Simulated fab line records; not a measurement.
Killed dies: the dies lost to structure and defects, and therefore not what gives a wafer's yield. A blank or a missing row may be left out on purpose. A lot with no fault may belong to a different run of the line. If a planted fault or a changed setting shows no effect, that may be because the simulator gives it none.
The tool behind it: which one?	flow gf180mcu	19 wafers from 7 lots sampled at 2 of the route's 602 steps

## WHAT THE GAUGES SHOWED, per wafer
GF_V1_CD_MEAS_14 targets a cd of 260 nm.
lot	measured	on	cdNm (nm)
L102	day 18 21:07	cdSem-02	260.5 260.9 259.9
L104	day 19 13:06	cdSem-01	259.4 260.5 258.8
L106	day 20 10:38	cdSem-02	260.4 261.5 261.8
L112	day 22 14:23	cdSem-02	260.3 260.0 259.6
L115	day 24 00:08	cdSem-01	259.1
L117	day 24 20:28	cdSem-01	258.9 259.4 258.9
L122	day 26 01:19	cdSem-01	260.5 260.5 260.6

## EACH LOT AND THE TOOL THAT RAN IT (in order: tool; ch and the chambers of the sampled wafers; start)
lot	GF_VT_IMPLANT_IMPLANT_41
L102	implanter-04 ch 0, day 8 01:52
L104	implanter-02 ch 0, day 8 15:23
L106	implanter-02 ch 0, day 9 04:22
L112	implanter-02 ch 0, day 10 21:26
L115	implanter-04 ch 0, day 11 22:54
L117	implanter-04 ch 0, day 12 11:26
L122	implanter-03 ch 0, day 13 19:07
- GF_VT_IMPLANT_IMPLANT_41

## THE ANSWER, worked out from the rows above alone
Rule: usual is defined by the lots themselves. Put in order of their means at a reading, lots are off if they are a third of the lots or fewer, leave a main group of 4 or more, and stand apart from it by a gap of 3 or more times the standard deviation of the main group's means; of several such gaps the widest counts. Not used: any main group whose means are identical at the precision the tables above print for the reading. A lot without any number at a reading at which 4 lots or more have one is off too. The other lots that the step has rows for count as sound.
None of the lots is off at any reading shown; this tells nothing.

## WHAT THE SIMULATOR HAD INSERTED
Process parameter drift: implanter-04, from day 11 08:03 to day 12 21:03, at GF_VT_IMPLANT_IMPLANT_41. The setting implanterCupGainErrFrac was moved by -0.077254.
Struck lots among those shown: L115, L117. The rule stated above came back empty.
